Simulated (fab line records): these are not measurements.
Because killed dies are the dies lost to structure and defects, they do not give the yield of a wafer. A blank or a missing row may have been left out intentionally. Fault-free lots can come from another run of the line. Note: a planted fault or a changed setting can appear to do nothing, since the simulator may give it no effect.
Chamber matching    flow gf180mcu    4 sister chambers for GF_POLY_GATE_ETCH_13 on rie_si-02
The step etches poly-Si in HBr/Cl2, stops on SiO2, target depth 198.5 nm, time 69.6 s. 8 wafers are shown with their chamber, then 7 later ones without.

EACH WAFER AND ITS CHAMBER
wafer   chamber  rf_fwd_power_W (W)  throttle_valve_pct (%)
L582.6  0        398.3               33.677
L583.2  2        396.0               33.685
L583.5  2        396.6               33.671
L584.2  1        395.4               33.685
L584.3  3        394.8               33.689
L584.6  1        397.0               33.674
L588.3  0        396.1               33.676
L588.5  3        392.8               33.692

WAFERS MISSING THEIR CHAMBER
wafer   rf_fwd_power_W (W)  throttle_valve_pct (%)
L588.6  396.8               33.683
L590.2  396.3               33.687
L590.5  397.0               33.674
L590.6  396.8               33.677
L593.2  395.8               33.681
L593.4  395.1               33.686
L593.5  396.4               33.696

THE CHAMBER EACH PASSED THROUGH
wafer   from the rows above                in truth
L588.6  can't be placed: 1 or 2 or 0       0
L590.2  can't be placed: 1 or 2 or 0 or 3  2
L590.5  can't be placed: 0 or 2 or 1       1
L590.6  can't be placed: 0 or 2 or 1       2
L593.2  can't be placed: 1 or 2 or 0 or 3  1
L593.4  can't be placed: 3 or 1 or 2 or 0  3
L593.5  can't be placed: 3 or 1 or 2 or 0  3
Correctly placed: 0 of 7. Unplaceable from these rows: 7, with the true chamber sitting among the candidates in 7. Number placed wrongly: 0.
How it was worked out, from the rows above alone: a wafer's distance from a chamber is the root of the sum, over the readings, of the square of ((its reading less the chamber's mean) divided by the reading's scatter). The wafer belongs to the nearest chamber; if the next one is less than 2 further off, it can't be placed. For every chamber, the mean is computed from those of its wafers that are shown. The scatter: take each reading less its chamber's mean, square it, sum over the shown wafers, divide by the number of wafers less the number of chambers, and take the root.
